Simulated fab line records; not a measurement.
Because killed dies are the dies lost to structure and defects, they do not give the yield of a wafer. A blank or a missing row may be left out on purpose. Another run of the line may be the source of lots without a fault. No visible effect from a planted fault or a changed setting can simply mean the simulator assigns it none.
fab line records	flow gf180mcu
record: lots: 5	wafers: 23
route steps=602 shown LVPWELL@64 MVSD@76 MVPSD@87 VT_IMPLANT@92 DUAL_GATE@156 POLY_GATE@165
start_h: hours from the record's first day to the start of the lot's first wafer shown	wait_h: time in hours since the lot's previous step	" repeats the value in the row above	L1.1+2: a row that stands for several wafers	- no value, or no start was given	* or withheld: withheld	< > ~ a bound
route shown NAME@n: a module of which the file shows steps, and the number in the route of the first	usual: mean and standard deviation over wafers with no fault	same: alike in all rows	chamber/n: place in a boat	sites: each site's reading	_std_site: standard deviation of those values	_edge_site: the outer-site mean with the inner-site mean subtracted	radius_mm: for every site, how far away it sits from the centre of the wafer	mask NAME#n: copy n	behind: the last tool/chamber to shape the wafer	hold: cause of the lot's hold/its duration in hours/its outcome	device: the n, p or np transistor that did not switch	end of line: the route-end tests of the same wafers	step lacking rows: just its recipe	killed: not the wafer's yield, but the dies lost to structure and defects at the first sort	map: shows each die of a wafer: x if killed, . if not, _ if none is there
set.NAME: the setting the step ran with; set.NAME@STEP: the setting that earlier step ran with	model.NAME: the simulator's own value behind a step, which no gauge read
lots with deliberately changed settings; one table per step, one row per wafer
== steps ==
step: GF_LVPWELL_STRIP_10
recipe: chemistry: O2/N2	power_w: 1400	pressure_mtorr: 1500	platen_temp_c: 250	o2_flow_sccm: 3000	n2_flow_sccm: 300	overash_fraction: 0.5
usual: oes_product_au: 0.722/0.0042	strip_time_to_endpoint_s: 37.01/0.093
lot.wafer	tool	chamber	start_h	wait_h	set.pressure_mtorr	oes_product_au	strip_time_to_endpoint_s
L074.1	plasma_asher-02	1	68.10	0.1	1321	0.702	38.47
L074.2	"	0	"	"	1321	0.707	38.66
L074.3	"	0	"	"	1321	0.705	38.52
L074.4	"	1	"	"	1321	0.703	38.59
L074.6	"	1	"	"	1321	0.703	38.44
L075.1	plasma_asher-04	0	73.47	0.1	1618	0.723	36.43
L075.2	"	1	"	"	1618	0.728	36.29
L075.3	"	0	"	"	1618	0.731	36.55
L075.5	"	0	"	"	1618	0.731	36.47
L075.6	"	1	"	"	1618	0.724	36.39
L077.1	plasma_asher-03	1	86.61	0.1	1320	0.698	38.59
L077.2	"	0	"	"	1320	0.699	38.68
L077.4	"	1	"	"	1320	0.708	38.53
L077.5	"	1	"	"	1320	0.703	38.56
L077.6	"	0	"	"	1320	0.698	38.53
L080.1	plasma_asher-03	1	102.10	0.1	1500	0.719	37.19
L080.3	"	0	"	"	1500	0.731	37.19
L080.5	"	0	"	"	1500	0.719	37.14
L081.1	plasma_asher-04	1	108.16	0.1	1642	0.731	36.10
L081.2	"	0	"	"	1642	0.742	36.16
L081.3	"	1	"	"	1642	0.731	36.10
L081.4	"	0	"	"	1642	0.732	36.13
L081.6	"	0	"	"	1642	0.731	36.22
step: GF_MVSD_STRIP_10
recipe: chemistry: O2/N2	power_w: 1400	pressure_mtorr: 1500	platen_temp_c: 250	o2_flow_sccm: 3000	n2_flow_sccm: 300	overash_fraction: 0.5
usual: strip_time_to_endpoint_s: 37.08/0.09
lot.wafer	tool	chamber	start_h	wait_h	set.o2_flow_sccm	strip_time_to_endpoint_s
L074.1	plasma_asher-03	0	81.96	0.1	3344	36.76
L074.2	"	1	"	"	3000	37.02
L074.3	"	1	"	"	3344	36.80
L074.4	"	0	"	"	3000	37.00
L074.6	"	0	"	"	3344	36.81
L075.1	plasma_asher-04	0	89.07	0.1	2812	37.27
L075.2	"	1	"	"	3000	37.05
L075.3	"	0	"	"	3000	37.11
L075.5	"	1	"	"	3000	37.11
L075.6	"	0	"	"	2812	37.24
L077.1	plasma_asher-01	0	101.02	0.1	3000	37.01
L077.2	"	1	"	"	3119	36.85
L077.4	"	1	"	"	3000	36.76
L077.5	"	1	"	"	3119	36.83
L077.6	"	0	"	"	3000	36.89
L080.1	plasma_asher-03	0	117.65	0.1	3000	37.18
L080.3	"	0	"	"	3000	37.14
L080.5	"	0	"	"	3000	37.12
L081.1	plasma_asher-04	1	123.35	0.1	3000	37.09
L081.2	"	0	"	"	3000	37.13
L081.3	"	0	"	"	3000	37.08
L081.4	"	1	"	"	2617	37.41
L081.6	"	1	"	"	2617	37.40
step: GF_MVPSD_IMPLANT_09
recipe: species: B	energy_kev: 40	dose_cm2: 5e+12	tilt_deg: 0
lot.wafer	tool	chamber	start_h	wait_h	set.dose_cm2
L074.1+2	implanter-03	0	96.17	0.1	5e+12
L074.3+4+6	"	0	"	"	4.688e+12
L075.1+3	implanter-03	0	103.37	0.1	5e+12
L075.2+5+6	"	0	"	"	4.659e+12
L077.1+6	implanter-01	0	116.27	0.1	5e+12
L077.2+4+5	"	0	"	"	5.22e+12
L080.1+3+5	implanter-02	0	132.87	0.1	5e+12
L081.1+2+3+4+6	implanter-03	0	139.32	0.1	5e+12
step: GF_VT_IMPLANT_COAT_02
recipe: resist: NOVOLAK	spin_rpm: 3000	resist_thk_nm: 1000
lot.wafer	tool	chamber	start_h	wait_h	set.spin_rpm	model.NOVOLAK_of_VT_IMPLANT_COAT_02.thk_nm
L074.1+4	litho_track-01	0	102.93	0.1	3000	1002
L074.2	"	0	"	"	2796	1040
L074.3	"	0	"	"	2796	1042
L074.6	"	0	"	"	2796	1038
L075.1	litho_track-03	0	111.23	0.1	3000	995.8
L075.2	"	0	"	"	3000	998.8
L075.3	"	0	"	"	2911	1013
L075.5	"	0	"	"	2911	1014
L075.6	"	0	"	"	3000	995
L077.1	litho_track-03	0	123.33	0.1	3000	1004
L077.2	"	0	"	"	3139	980.1
L077.4	"	0	"	"	3000	1001
L077.5	"	0	"	"	3139	980.6
L077.6	"	0	"	"	3139	978.9
L080.1	litho_track-02	0	140.32	0.1	3000	1000
L080.3	"	0	"	"	3000	999.1
L080.5	"	0	"	"	3000	1002
L081.1	litho_track-02	0	147.72	0.1	3000	1004
L081.2	"	0	"	"	2872	1023
L081.3+4	"	0	"	"	2872	1024
L081.6	"	0	"	"	3000	1002
step: GF_VT_IMPLANT_SOFTBAKE_03
recipe: temp_c: 90	time_s: 60	resist: NOVOLAK
step: GF_VT_IMPLANT_EXPOSE_04
recipe: mask_id: LVPWELL_LV_AREA	target_cd_nm: 600	na: 0.6	source_shape: conventional	sigma_outer: 0.6	dose_mj: 140
step: GF_VT_IMPLANT_IMPLANT_08
recipe: species: BF2	energy_kev: 20	dose_cm2: 8.29e+12	tilt_deg: 7
step: GF_VT_IMPLANT_STRIP_09
recipe: chemistry: O2/N2	power_w: 1400	pressure_mtorr: 1500	platen_temp_c: 250	o2_flow_sccm: 3000	n2_flow_sccm: 300	overash_fraction: 0.5
usual: strip_time_to_endpoint_s: 12.64/0.031
lot.wafer	tool	chamber	start_h	wait_h	set.spin_rpm@VT_IMPLANT_COAT_02	strip_time_to_endpoint_s
L074.1	plasma_asher-03	0	111.57	0.1	3000	12.65
L074.2	"	1	"	"	2796	13.03
L074.3	"	0	"	"	2796	13.07
L074.4	"	1	"	"	3000	12.66
L074.6	"	0	"	"	2796	13.00
L075.1	plasma_asher-03	1	119.17	0.1	3000	12.57
L075.2	"	0	"	"	3000	12.61
L075.3	"	1	"	"	2911	12.79
L075.5	"	0	"	"	2911	12.79
L075.6	"	1	"	"	3000	12.56
L077.1	plasma_asher-03	1	132.06	0.1	3000	12.68
L077.2	"	0	"	"	3139	12.39
L077.4	"	0	"	"	3000	12.65
L077.5	"	1	"	"	3139	12.41
L077.6	"	0	"	"	3139	12.39
L080.1	plasma_asher-02	1	148.51	0.1	3000	12.65
L080.3	"	1	"	"	3000	12.62
L080.5	"	0	"	"	3000	12.65
L081.1	plasma_asher-01	0	155.92	0.1	3000	12.67
L081.2	"	1	"	"	2872	12.84
L081.3	"	1	"	"	2872	12.86
L081.4	"	0	"	"	2872	12.84
L081.6	"	0	"	"	3000	12.65
step: GF_VT_IMPLANT_COAT_24
recipe: resist: NOVOLAK	spin_rpm: 3000	resist_thk_nm: 1000
lot.wafer	tool	chamber	start_h	wait_h	set.resist_thk_nm	model.NOVOLAK_of_VT_IMPLANT_COAT_24.thk_nm
L074.1	litho_track-01	0	134.18	0.1	1000	1003
L074.2	"	0	"	"	960	962.2
L074.3	"	0	"	"	960	958.7
L074.4	"	0	"	"	960	962.8
L074.6	"	0	"	"	1000	1005
L075.1+3	litho_track-01	0	142.43	0.1	1000	1009
L075.2	"	0	"	"	957	963.2
L075.5	"	0	"	"	1000	1007
L075.6	"	0	"	"	957	960.7
L077.1+2+6	litho_track-01	0	155.53	0.1	1000	1003
L077.4	"	0	"	"	1040	1042
L077.5	"	0	"	"	1040	1044
L080.1+3	litho_track-02	0	173.77	0.1	1000	1004
L080.5	"	0	"	"	1000	1003
L081.1+3	litho_track-02	0	182.12	0.1	1039	1043
L081.2	"	0	"	"	1000	1003
L081.4	"	0	"	"	1039	1044
L081.6	"	0	"	"	1000	1006
step: GF_VT_IMPLANT_IMPLANT_30
recipe: species: B	energy_kev: 25	dose_cm2: 2.534e+12	tilt_deg: 7
lot.wafer	tool	chamber	start_h	wait_h	set.tilt_deg
L074.1+2+6	implanter-03	0	142.62	0.0	8.131
L074.3+4	"	0	"	"	7
L075.1+2+3+5+6	implanter-03	0	150.56	0.0	7
L077.1+4+6	implanter-04	0	164.47	0.0	6.18
L077.2+5	"	0	"	"	7
L080.1+3+5	implanter-02	0	182.82	0.0	7
L081.1+2+3+4+6	implanter-04	0	190.56	0.0	7
step: GF_VT_IMPLANT_STRIP_31
recipe: chemistry: O2/N2	power_w: 1400	pressure_mtorr: 1500	platen_temp_c: 250	o2_flow_sccm: 3000	n2_flow_sccm: 300	overash_fraction: 0.5
usual: strip_time_to_endpoint_s: 12.66/0.032
lot.wafer	tool	chamber	start_h	wait_h	set.resist_thk_nm@VT_IMPLANT_COAT_24	strip_time_to_endpoint_s
L074.1	plasma_asher-03	0	142.77	0.1	1000	12.66
L074.2	"	1	"	"	960	12.18
L074.3	"	0	"	"	960	12.15
L074.4	"	1	"	"	960	12.21
L074.6	"	0	"	"	1000	12.67
L075.1	plasma_asher-02	1	150.71	0.1	1000	12.71
L075.2	"	0	"	"	957	12.21
L075.3	"	0	"	"	1000	12.74
L075.5	"	0	"	"	1000	12.72
L075.6	"	1	"	"	957	12.16
L077.1	plasma_asher-03	1	164.62	0.1	1000	12.67
L077.2	"	0	"	"	1000	12.66
L077.4	"	1	"	"	1040	13.04
L077.5	"	0	"	"	1040	13.08
L077.6	"	1	"	"	1000	12.67
L080.1	plasma_asher-01	1	182.97	0.1	1000	12.67
L080.3	"	0	"	"	1000	12.68
L080.5	"	0	"	"	1000	12.67
L081.1	plasma_asher-01	1	190.71	0.1	1039	13.07
L081.2	"	0	"	"	1000	12.65
L081.3	"	0	"	"	1039	13.07
L081.4	"	1	"	"	1039	13.07
L081.6	"	0	"	"	1000	12.69
step: GF_VT_IMPLANT_COAT_35
recipe: resist: NOVOLAK	spin_rpm: 3000	resist_thk_nm: 1000
lot.wafer	tool	chamber	start_h	wait_h	set.resist_thk_nm	model.NOVOLAK_of_VT_IMPLANT_COAT_35.thk_nm
L074.1	litho_track-01	0	150.33	0.1	1000	999.1
L074.2	"	0	"	"	1048	1046
L074.3	"	0	"	"	1000	1002
L074.4	"	0	"	"	1048	1047
L074.6	"	0	"	"	1000	1003
L075.1	litho_track-01	0	158.68	0.1	1000	999.9
L075.2	"	0	"	"	1000	1000
L075.3	"	0	"	"	1000	1001
L075.5	"	0	"	"	946.9	949.3
L075.6	"	0	"	"	946.9	949
L077.1	litho_track-01	0	172.38	0.1	1000	1002
L077.2	"	0	"	"	984.2	986.3
L077.4	"	0	"	"	984.2	985.7
L077.5	"	0	"	"	1000	1001
L077.6	"	0	"	"	1000	1003
L080.1+5	litho_track-02	0	191.17	0.1	1000	1011
L080.3	"	0	"	"	1000	1008
L081.1	litho_track-02	0	199.72	0.1	977.8	979.1
L081.2	"	0	"	"	977.8	982.2
L081.3+4	"	0	"	"	1000	1002
L081.6	"	0	"	"	977.8	981.5
step: GF_VT_IMPLANT_SOFTBAKE_36
recipe: temp_c: 90	time_s: 60	resist: NOVOLAK
step: GF_VT_IMPLANT_EXPOSE_37
recipe: mask_id: Nwell_HV_AREA	target_cd_nm: 860	na: 0.6	source_shape: conventional	sigma_outer: 0.6	dose_mj: 140
step: GF_VT_IMPLANT_IMPLANT_41
recipe: species: As	energy_kev: 69.47	dose_cm2: 1.013e+12	tilt_deg: 7
step: GF_VT_IMPLANT_STRIP_42
recipe: chemistry: O2/N2	power_w: 1400	pressure_mtorr: 1500	platen_temp_c: 250	o2_flow_sccm: 3000	n2_flow_sccm: 300	overash_fraction: 0.5
usual: strip_time_to_endpoint_s: 12.66/0.036
lot.wafer	tool	chamber	start_h	wait_h	set.resist_thk_nm@VT_IMPLANT_COAT_35	strip_time_to_endpoint_s
L074.1	plasma_asher-01	0	158.86	0.1	1000	12.63
L074.2	"	1	"	"	1048	13.10
L074.3	"	0	"	"	1000	12.66
L074.4	"	1	"	"	1048	13.13
L074.6	"	0	"	"	1000	12.66
L075.1	plasma_asher-03	1	167.47	0.1	1000	12.62
L075.2	"	0	"	"	1000	12.61
L075.3	"	0	"	"	1000	12.65
L075.5	"	0	"	"	946.9	12.04
L075.6	"	1	"	"	946.9	12.04
L077.1	plasma_asher-03	1	181.41	0.1	1000	12.66
L077.2	"	0	"	"	984.2	12.48
L077.4	"	0	"	"	984.2	12.45
L077.5	"	1	"	"	1000	12.64
L077.6	"	0	"	"	1000	12.67
L080.1	plasma_asher-02	0	201.32	0.1	1000	12.76
L080.3	"	1	"	"	1000	12.73
L080.5	"	0	"	"	1000	12.76
L081.1	plasma_asher-02	0	209.36	0.1	977.8	12.38
L081.2	"	1	"	"	977.8	12.42
L081.3	"	0	"	"	1000	12.66
L081.4	"	1	"	"	1000	12.65
L081.6	"	1	"	"	977.8	12.41
step: GF_VT_IMPLANT_CLEAN_44
recipe: chemistry: SC1/SC2	mix: 1:4:20	temp_c: 70	time_s: 150	dry: n2_spin
step: GF_VT_IMPLANT_RS_MEAS_49
recipe: thk_meas_gauge: four-point-probe
usual: MVPSD_RS: 1169.4/2.6
lot.wafer	tool	chamber	start_h	wait_h	set.dose_cm2@MVPSD_IMPLANT_09	MVPSD_RS[ohm/sq]
L074.1	film_metro-03	-	159.53	0.1	5e+12	1171.2
L074.2	"	-	"	"	5e+12	1171.8
L074.3	"	-	"	"	4.688e+12	1184.8
L074.4	"	-	"	"	4.688e+12	1185.0
L074.6	"	-	"	"	4.688e+12	1185.5
L075.1	film_metro-04	-	168.14	0.1	5e+12	1167.5
L075.2	"	-	"	"	4.659e+12	1186.3
L075.3	"	-	"	"	5e+12	1169.8
L075.5	"	-	"	"	4.659e+12	1181.3
L075.6	"	-	"	"	4.659e+12	1183.5
L077.1	film_metro-03	-	182.08	0.1	5e+12	1164.5
L077.2	"	-	"	"	5.22e+12	1159.3
L077.4	"	-	"	"	5.22e+12	1158.7
L077.5	"	-	"	"	5.22e+12	1154.5
L077.6	"	-	"	"	5e+12	1167.7
L080.1	film_metro-04	-	201.99	0.1	5e+12	1169.9
L080.3	"	-	"	"	5e+12	1169.2
L080.5	"	-	"	"	5e+12	1173.9
L081.1	film_metro-01	-	210.03	0.1	5e+12	1167.5
L081.2	"	-	"	"	5e+12	1166.8
L081.3	"	-	"	"	5e+12	1166.5
L081.4	"	-	"	"	5e+12	1168.5
L081.6	"	-	"	"	5e+12	1167.7
step: GF_DUAL_GATE_OXIDATION_15
recipe: temp_c: 850	ambient: O2	stabilise_s: 600	purge_s: 300	target_thk_a: 70.98	ox_time_s: 1995
lot.wafer	tool	chamber	start_h	wait_h	set.temp_c	model.SiO2_of_DUAL_GATE_OXIDATION_02.thk_nm
L074.1	-	-	-	0.5	845.5	14.35
L074.2	"	-	"	"	845.5	14.18
L074.3	"	-	"	"	845.5	14.17
L074.4	"	-	"	"	845.5	14.31
L074.6	"	-	"	"	845.5	14.26
L075.1	-	-	-	1.0	843.5	14.18
L075.2	"	-	"	"	843.5	14.25
L075.3	"	-	"	"	843.5	14.37
L075.5	"	-	"	"	843.5	14.21
L075.6	"	-	"	"	843.5	14.16
L077.1	-	-	-	0.0	855.9	15.22
L077.2	"	-	"	"	855.9	15.19
L077.4	"	-	"	"	855.9	15.29
L077.5	"	-	"	"	855.9	14.99
L077.6	"	-	"	"	855.9	14.93
L080.1	furnace-01	0	223.39	1.7	850	14.4
L080.3	"	0	"	"	850	14.31
L080.5	"	0	"	"	850	14.47
L081.1+6	-	-	-	0.0	845.9	14.55
L081.2	"	-	"	"	845.9	14.7
L081.3	"	-	"	"	845.9	14.58
L081.4	"	-	"	"	845.9	14.46
step: GF_POLY_GATE_PEB_08
recipe: peb_temp_c: 135	peb_time_s: 90	resist: KrF
lot.wafer	tool	chamber	start_h	wait_h	set.peb_temp_c
L074.1+4	litho_track-01	0	-	-	135
L074.2+3+6	"	0	"	"	131.6
L075.1+3	litho_track-01	0	-	-	135
L075.2+5+6	"	0	"	"	132.2
L077.1+2	litho_track-01	0	-	-	137.7
L077.4+5+6	"	0	"	"	135
L080.1+3+5	litho_track-01	0	-	-	135
L081.1+2+3+4+6	litho_track-04	0	-	-	135
step: GF_POLY_GATE_DEVELOP_09
recipe: develop_time_s: 60	resist: KrF	dev_temp_c: 21
step: GF_POLY_GATE_CD_MEAS_10
recipe: target_cd_nm: 280
usual: cd_nm: 280.0/0.85
lot.wafer	tool	chamber	start_h	wait_h	set.peb_temp_c@POLY_GATE_PEB_08	cd_nm
L074.1	cd_sem-01	-	198.43	0.1	135	279.5
L074.2	"	-	"	"	131.6	290.3
L074.3	"	-	"	"	131.6	290.6
L074.4	"	-	"	"	135	280.1
L074.6	"	-	"	"	131.6	289.6
L075.1	cd_sem-02	-	210.28	0.1	135	281.0
L075.2	"	-	"	"	132.2	288.3
L075.3	"	-	"	"	135	278.6
L075.5	"	-	"	"	132.2	288.0
L075.6	"	-	"	"	132.2	289.3
L077.1	cd_sem-01	-	222.23	0.1	137.7	272.4
L077.2	"	-	"	"	137.7	272.8
L077.4	"	-	"	"	135	279.6
L077.5	"	-	"	"	135	279.6
L077.6	"	-	"	"	135	280.7
L080.1	cd_sem-01	-	243.68	0.1	135	279.2
L080.3	"	-	"	"	135	280.8
L080.5	"	-	"	"	135	279.8
L081.1	cd_sem-02	-	253.06	0.1	135	280.0
L081.2	"	-	"	"	135	280.8
L081.3	"	-	"	"	135	280.6
L081.4	"	-	"	"	135	281.3
L081.6	"	-	"	"	135	281.5
step: GF_POLY_GATE_ETCH_12
recipe: chemistry: N2/H2	target_depth_a: withheld	overetch_a: withheld	time_s: withheld	target: BARC	ion_energy_ev: 200	source_w: 500	bias_w: 100	pressure_mtorr: 30	n2_flow_sccm: 100	h2_flow_sccm: 200
lot.wafer	tool	chamber	start_h	wait_h	set.peb_temp_c@POLY_GATE_PEB_08	model.POLY_GATE.cd_nm
L074.1	rie_diel-04	3	198.59	0.0	135	279.6
L074.2	"	1	"	"	131.6	289.8
L074.3	"	2	"	"	131.6	289.1
L074.4	"	0	"	"	135	279.3
L074.6	"	1	"	"	131.6	288.7
L075.1	rie_diel-04	2	210.44	0.0	135	280.6
L075.2	"	0	"	"	132.2	288.3
L075.3	"	3	"	"	135	278.7
L075.5	"	0	"	"	132.2	288
L075.6	"	3	"	"	132.2	290.1
L077.1	rie_diel-03	2	222.39	0.0	137.7	272.4
L077.2	"	1	"	"	137.7	274.3
L077.4	"	0	"	"	135	280.8
L077.5	"	3	"	"	135	280.3
L077.6	"	2	"	"	135	280
L080.1	rie_diel-01	1	243.83	0.0	135	277.5
L080.3	"	0	"	"	135	280.8
L080.5	"	0	"	"	135	280.6
L081.1	rie_diel-03	2	253.22	0.0	135	279.3
L081.2+6	"	1,0	"	"	135	281.9
L081.3	"	0	"	"	135	281.1
L081.4	"	2	"	"	135	280.5
step: GF_POLY_GATE_ETCH_13
recipe: target: poly-Si	target_depth_nm: 198.5	stop_on: SiO2	over_etch_frac: 0.403	chemistry: HBr/Cl2	icp_w: 400	bias_w: 100	pressure_mtorr: 10	HBr_flow_sccm: 150	Cl2_flow_sccm: 50	time_s: 69.6
lot.wafer	tool	chamber	start_h	wait_h	set.peb_temp_c@POLY_GATE_PEB_08	model.POLY_GATE.cd_nm
L074.1	rie_si-02	1	198.64	-	135	280.2
L074.2	"	0	"	"	131.6	287.5
L074.3	"	3	"	"	131.6	289.6
L074.4	"	2	"	"	135	278.5
L074.6	"	0	"	"	131.6	287.8
L075.1	rie_si-02	0	210.49	-	135	279
L075.2	"	3	"	"	132.2	287.8
L075.3	"	2	"	"	135	277.9
L075.5	"	3	"	"	132.2	286.8
L075.6	"	2	"	"	132.2	289.1
L077.1	rie_si-02	0	222.44	-	137.7	270.9
L077.2	"	1	"	"	137.7	274.6
L077.4	"	3	"	"	135	280
L077.5+6	"	2,3	"	"	135	279
L080.1	rie_si-01	2	243.89	-	135	276.8
L080.3	"	0	"	"	135	278.8
L080.5	"	3	"	"	135	281.3
L081.1	rie_si-02	0	253.27	-	135	277.8
L081.2	"	2	"	"	135	280.7
L081.3	"	1	"	"	135	280.3
L081.4	"	3	"	"	135	278.9
L081.6	"	1	"	"	135	280.1
== key ==
split: step: GF_LVPWELL_STRIP_10	setting: pressure_mtorr	stated: 1500	by: lot
response: step: GF_LVPWELL_STRIP_10	reading: oes_product_au	change: +0.00137	per: 1%	r: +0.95
response: step: GF_LVPWELL_STRIP_10	reading: strip_time_to_endpoint_s	change: *	per: 1%	r: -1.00
split: step: GF_MVSD_STRIP_10	setting: o2_flow_sccm	stated: 3000	by: wafer
response: step: GF_MVSD_STRIP_10	reading: strip_time_to_endpoint_s	change: *	per: 1%	r: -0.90
split: step: GF_MVPSD_IMPLANT_09	setting: dose_cm2	stated: 5e+12	by: wafer
response: step: GF_VT_IMPLANT_RS_MEAS_49	reading: MVPSD_RS	change: -2.16	per: 1%	r: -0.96
split: step: GF_VT_IMPLANT_COAT_02	setting: spin_rpm	stated: 3000	by: wafer
response: step: GF_VT_IMPLANT_COAT_02	reading: model.NOVOLAK_of_VT_IMPLANT_COAT_02.thk_nm	change: -5.29	per: 1%	r: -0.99
response: step: GF_VT_IMPLANT_STRIP_09	reading: strip_time_to_endpoint_s	change: *	per: 1%	r: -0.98
split: step: GF_VT_IMPLANT_COAT_24	setting: resist_thk_nm	stated: 1000	by: wafer
response: step: GF_VT_IMPLANT_COAT_24	reading: model.NOVOLAK_of_VT_IMPLANT_COAT_24.thk_nm	change: +10.3	per: 1%	r: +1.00
response: step: GF_VT_IMPLANT_STRIP_31	reading: strip_time_to_endpoint_s	change: *	per: 1%	r: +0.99
split: step: GF_VT_IMPLANT_IMPLANT_30	setting: tilt_deg	stated: 7	by: wafer
response none clear
split: step: GF_VT_IMPLANT_COAT_35	setting: resist_thk_nm	stated: 1000	by: wafer
response: step: GF_VT_IMPLANT_COAT_35	reading: model.NOVOLAK_of_VT_IMPLANT_COAT_35.thk_nm	change: +9.55	per: 1%	r: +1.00
response: step: GF_VT_IMPLANT_STRIP_42	reading: strip_time_to_endpoint_s	change: *	per: 1%	r: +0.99
split: step: GF_DUAL_GATE_OXIDATION_15	setting: temp_c	stated: 850	by: lot
response: step: GF_DUAL_GATE_OXIDATION_15	reading: model.SiO2_of_DUAL_GATE_OXIDATION_02.thk_nm	change: +0.577	per: 1%	r: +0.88
split: step: GF_POLY_GATE_PEB_08	setting: peb_temp_c	stated: 135	by: wafer
response: step: GF_POLY_GATE_CD_MEAS_10	reading: cd_nm	change: -4.03	per: 1%	r: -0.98
response: step: GF_POLY_GATE_ETCH_12	reading: model.POLY_GATE.cd_nm	change: -3.94	per: 1%	r: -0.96
response: step: GF_POLY_GATE_ETCH_13	reading: model.POLY_GATE.cd_nm	change: -3.78	per: 1%	r: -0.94
